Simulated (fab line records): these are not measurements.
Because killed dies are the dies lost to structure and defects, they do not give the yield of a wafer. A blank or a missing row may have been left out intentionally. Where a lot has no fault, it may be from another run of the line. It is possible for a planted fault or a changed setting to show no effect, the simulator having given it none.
The tool behind it: which one? | flow gf180mcu | at 1 step of a route of 602, 11 lots with 33 wafers sampled

WHAT THE GAUGES READ, wafer by wafer
GF_M2_CD_MEAS_14: target cd 280 nm.
lot  | measured     | on        | cd-nm (nm)
L794 | day 19 01:11 | cd-sem-01 | 280.1 282.7 282.0
L795 | day 19 13:03 | cd-sem-02 | 280.1 281.0 280.9
L797 | day 20 11:54 | cd-sem-02 | 279.1 279.3 279.3
L798 | day 21 02:35 | cd-sem-01 | 278.4 278.2 279.2
L800 | day 22 02:44 | cd-sem-02 | 280.6 281.9 280.6
L801 | day 22 21:49 | cd-sem-02 | 276.5 276.8 276.9
L803 | day 23 13:52 | cd-sem-01 | 279.8 280.9 279.8
L807 | day 24 20:26 | cd-sem-02 | 280.6 281.2 281.9
L808 | day 25 04:11 | cd-sem-01 | 280.5 280.9 280.9
L813 | day 26 03:01 | cd-sem-02 | 280.2 279.9 281.4
L816 | day 27 01:33 | cd-sem-01 | 279.1 279.3 279.1

WHICH TOOL RAN EACH LOT (tool, then ch and the chambers of the sampled wafers, then the start)
The record shows no process step preceding these readings.

THE ANSWER, worked out from the rows above alone
Rule: the usual values come from the lots themselves. The widest of any qualifying gaps counts: lots, ordered by their means at a reading, are off when they make up no more than a third of the lots, leave a main group of 4 or more, and stand apart from it by 3 or more times the standard deviation of that group's means. The tables above print the reading to a certain number of digits; a main group whose means all agree to those digits is not used. A lot without any number at a reading at which 4 lots or more have one is off too. All remaining lots with rows at the step are treated as sound.
Across all readings shown, no lot is off: no conclusion can be drawn from this.

WHAT THE SIMULATOR HAD INSERTED
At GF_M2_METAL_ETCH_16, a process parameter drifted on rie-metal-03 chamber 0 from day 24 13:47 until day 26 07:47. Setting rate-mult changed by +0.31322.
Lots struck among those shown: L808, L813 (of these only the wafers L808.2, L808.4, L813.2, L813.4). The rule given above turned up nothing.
